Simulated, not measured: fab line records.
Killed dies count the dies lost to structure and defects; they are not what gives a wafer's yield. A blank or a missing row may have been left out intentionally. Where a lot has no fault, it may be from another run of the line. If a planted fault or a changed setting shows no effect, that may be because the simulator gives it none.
Comparing a struck lot with a sound one + flow sky130 + 20 steps out of a route of 708
Sound: the wafers L474.1, L474.2, L474.6. Wafers L465.3, L465.4, L465.5 were the ones struck. The cause is given at the end.
Order at every step that has rows: each side's tool, ch and its chambers, its first start. Under that, the readings that differ: sound wafers + struck wafers + difference of the means + sigmas: that difference in standard deviations of wafers without a fault.
alike: readings whose means differ by less than 2 such deviations, and words and numbers that are the same on both sides. not compared: withheld readings, readings that some wafer has no value for, bounds like >300 that may hide the same value, and numbers for which the record gives no deviation and whose values overlap.
A row with sigmas, a row that says differs or no value, or rows on one side alone: a step with any of these is where the two part. Non-overlapping numbers with no deviation appear without sigmas and do not part them. A reading that every wafer of one side lacks parts them only if that side has two wafers or more.

SKY_RES_XHIGH_STRIP_08: strips in O2/N2.
  sound on plasma asher-03 ch 0,1, day 32 03:58; struck on plasma asher-04 ch 0,1, day 29 00:37
  alike: drypump motor current A, oes product au, strip time to endpoint s
  not compared: rf hours counter h
SKY_RES_XHIGH_TW_MEAS_09:
  sound on film metro-02 at day 32 04:04; struck on film metro-03 at day 29 00:42
  alike: RES_XHIGH_TW
then, 7 steps without rows for these wafers: SKY_SD_N_DEHYDRATE_00 (time 60 s); SKY_SD_N_HMDS_01 (prime time 60 s); SKY_SD_N_COAT_02 (resist thk 1140 nm); SKY_SD_N_SOFTBAKE_03 (time 60 s); SKY_SD_N_EXPOSE_04 (exposes mask NSDM, target cd 380 nm); SKY_SD_N_PEB_05; SKY_SD_N_DEVELOP_06 (develop time 60 s).
SKY_SD_N_CD_MEAS_07: the cd target is 380 nm.
  sound on cd sem-02 at day 33 06:50; struck on cd sem-02 at day 30 03:53
| reading    | sound             | struck            | difference | sigmas |
|------------|-------------------|-------------------|------------|--------|
| cd nm (nm) | 380.8 380.2 379.2 | 386.6 387.2 385.4 | +6.3       | +2     |
SKY_SD_N_OVL_MEAS_08:
  sound on overlay-01 at day 33 06:58; struck on overlay-02 at day 30 03:59
  alike: SD_N_OVL
next, for these wafers, 1 step has no rows: SKY_SD_N_IMPLANT_09.
SKY_SD_N_IMPLANT_10:
  sound on implanter-04 ch 0, day 33 07:08; struck on implanter-01 ch 0, day 30 04:31
  alike: dose ions cm2
SKY_SD_N_STRIP_11: strips in O2/N2.
  sound on plasma asher-04 ch 0,1, day 33 07:17; struck on plasma asher-01 ch 0,1, day 30 04:40
  alike: drypump motor current A, oes product au, strip time to endpoint s
  not compared: rf hours counter h
SKY_SD_N_TW_MEAS_12:
  sound on film metro-02 at day 33 07:23; struck on film metro-02 at day 30 04:44
  alike: SD_N_TW
then, 1 step without rows for these wafers: SKY_SD_N_CLEAN_13 (cleans in SC1/SC2, time 150 s).
SKY_SD_N_RTA_14: time 2 s.
  sound on rtp anneal-01 ch 0, day 33 07:31; struck on rtp anneal-01 ch 0, day 30 04:51
  alike: lamp power pct, wafer_temp_C_max
SKY_SD_N_RS_MEAS_16: a four-point-probe measurement.
  sound on film metro-02 at day 33 07:41; struck on film metro-04 at day 30 05:03
| reading          | sound             | struck            | difference | sigmas |
|------------------|-------------------|-------------------|------------|--------|
| SD_N_RS (ohm/sq) | 68.81 68.97 68.84 | 65.88 65.96 66.08 | -2.90      | -16    |
SKY_SD_N_RS_MEAS_17: a four-point-probe measurement.
  sound on film metro-02 at day 33 07:49; struck on film metro-04 at day 30 05:10
  alike: SD_P_RS
-- a jump in the record: the struck wafers' starts before and after are 17 days apart (it breaks off in module SD_N and resumes in module PAD_OPEN, where the first step shown is number 708 of the route) --
SKY_PAD_OPEN_PROBE_99:
  sound on prober-02 at day 49 16:40; struck on prober-01 at day 47 12:59
| reading                            | sound           | struck            | difference | sigmas |
|------------------------------------|-----------------|-------------------|------------|--------|
| model.etest.res ndiff.rs ohm sq    | 120 120.8 120.6 | 114 114.8 116.2   | -5         |        |
| model.etest.res ndiff hv.rs ohm sq | 114.8 114 114.4 | 109.5 108.7 108.6 | -5.5       |        |
  alike: killed_at_M0_to_M3, killed_at_M4_up, killed at contacts, killed at front end, killed at other, killed dies, killed open, killed short
  not compared: model.etest.sonos uncharged.r on ohm um, model.etest.res ndiff.line ohm um

== WHERE THEY PART ==
First at SKY_SD_N_CD_MEAS_07; last, within this record, at SKY_SD_N_RS_MEAS_16. Later steps at which nothing parts them and some readings are alike: SKY_SD_N_RS_MEAS_17, SKY_PAD_OPEN_PROBE_99.

WHY: what had been put in by the simulator
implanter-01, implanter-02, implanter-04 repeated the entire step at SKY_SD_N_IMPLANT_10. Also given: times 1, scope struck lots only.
